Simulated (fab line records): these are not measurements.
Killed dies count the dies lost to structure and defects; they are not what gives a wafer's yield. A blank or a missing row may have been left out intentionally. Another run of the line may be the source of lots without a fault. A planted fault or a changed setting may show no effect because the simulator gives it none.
A struck lot beside a sound one || flow sky130 || 15 out of 708 route steps
Sound: wafers L545.1, L545.2, L545.4. Wafers L552.3, L552.4, L552.5 were the ones struck. The cause comes at the end.
Order at every step that has rows: each side's tool, ch and its chambers, its first start. Under that, the readings that differ: sound wafers || struck wafers || difference of the means || sigmas: that difference in standard deviations of wafers without a fault.
alike: same words and numbers on both sides, and readings whose means sit less than 2 such deviations apart. not compared: any withheld reading, any reading some wafer has no value for, any bound like >300 that may hide the same value, and any number with overlapping values for which the record gives no deviation.
A row with sigmas, a row that says differs or no value, or rows on one side alone: a step with any of these is where the two part. Non-overlapping numbers with no deviation appear without sigmas and do not part them. A reading that every wafer of one side lacks parts them only if that side has two wafers or more.

first, 1 step without rows for these wafers: SKY_SONOS_TUNNEL_DEVELOP_06 (develop time 60 s).
SKY_SONOS_TUNNEL_CD_MEAS_07: the cd target is 410 nm.
  sound on cdSem-02 at day 10 23:49; struck on cdSem-01 at day 13 05:10
{"reading": "cdNm (nm)", "sound": "406.9 405.8 407.4", "struck": "414.6 413.7 411.1", "difference": "+6.4", "sigmas": "+3"}
SKY_SONOS_TUNNEL_OVL_MEAS_08:
  sound on overlay-02 at day 10 23:56; struck on overlay-02 at day 13 05:16
  alike: SONOS_TUNNEL_OVL
then, 3 steps without rows for these wafers: SKY_SONOS_TUNNEL_IMPLANT_09; SKY_SONOS_TUNNEL_WET_ETCH_10 (etches SiO2 in dHF, target depth 14 nm, time 280 s); SKY_SONOS_TUNNEL_STRIP_11 (strips in SPM, time 600 s).
SKY_SONOS_TUNNEL_TW_MEAS_12:
  sound on filmMetro-04 at day 11 00:23; struck on filmMetro-03 at day 13 05:43
  alike: SONOS_TUNNEL_TW
then, 2 steps without rows for these wafers: SKY_SONOS_TUNNEL_CLEAN_13 (cleans in dHF, time 20 s); SKY_SONOS_ONO_OXIDATION_00 (stabilise 600 s, purge 300 s, target thk 2.6 nm).
SKY_SONOS_ONO_THK_MEAS_01:
  sound on filmMetro-01 at day 11 02:22; struck on filmMetro-03 at day 13 07:50
  alike: SONOS_ONO_OXIDATION_THK
then, 1 step without rows for these wafers: SKY_SONOS_ONO_CVD_02 (deposits Si3N4 from DCS/NH3, target thk 10.5 nm, time 180 s).
SKY_SONOS_ONO_THK_MEAS_03:
  sound on filmMetro-02 at day 11 03:29; struck on filmMetro-03 at day 13 12:37
  alike: SONOS_ONO_CVD_02_THK
SKY_SONOS_ONO_CVD_04: deposits SiO2 from SiH4/N2O, target thk 5.7199 nm.
  sound on lpcvd-03 ch 1, day 11 03:32; struck on lpcvd-03 ch 0, day 13 12:39
{"reading": "spikeTcBottomC (C)", "sound": "916.8 915.5 915.6", "struck": "904.7 906.7 904.5", "difference": -10.7, "sigmas": -9}
{"reading": "spikeTcCentreC (C)", "sound": "903.6 902.6 902.3", "struck": "893.4 893.2 893.3", "difference": -9.5, "sigmas": -8}
{"reading": "spikeTcLowerC (C)", "sound": "901.8 904.0 902.9", "struck": "958.1 960.9 959.1", "difference": "+56.5", "sigmas": "+43"}
{"reading": "zonePowerBottomPct (%)", "sound": "35 36 36", "struck": "18 18 19", "difference": -17, "sigmas": -4}
{"reading": "zonePowerCentrePct (%)", "sound": "19.2 19.0 18.7", "struck": "7.3 7.4 7.4", "difference": -11.6, "sigmas": -20}
{"reading": "zonePowerLowerPct (%)", "sound": "17.2 17.2 17.3", "struck": "43.7 44.3 44.2", "difference": "+26.8", "sigmas": "+34"}
  alike: spikeTcTopC, zonePowerUpperPct
SKY_SONOS_ONO_THK_MEAS_05:
  sound on filmMetro-02 at day 11 04:47; struck on filmMetro-01 at day 13 13:55
  alike: SONOS_ONO_CVD_04_THK
-- the record jumps here: 34 days lie between the struck wafers' starts before and after (it left off in module SONOS_ONO and takes up again in module PAD_OPEN, whose first step shown is number 708 of the route) --
SKY_PAD_OPEN_PROBE_99:
  sound on prober-02 at day 45 06:23; struck on prober-01 at day 47 09:02
  alike: killed_at_M0_to_M3, killed_at_M4_up, killedAtContacts, killedAtFrontEnd, killedAtOther, killedDies, killedOpen, killedShort

WHERE THEY PART
At SKY_SONOS_TUNNEL_CD_MEAS_07 first; at SKY_SONOS_ONO_CVD_04 last (within this record only). Later steps at which nothing parts them and some readings are alike: SKY_SONOS_ONO_THK_MEAS_05, SKY_PAD_OPEN_PROBE_99.

WHY: the cause the simulator had injected
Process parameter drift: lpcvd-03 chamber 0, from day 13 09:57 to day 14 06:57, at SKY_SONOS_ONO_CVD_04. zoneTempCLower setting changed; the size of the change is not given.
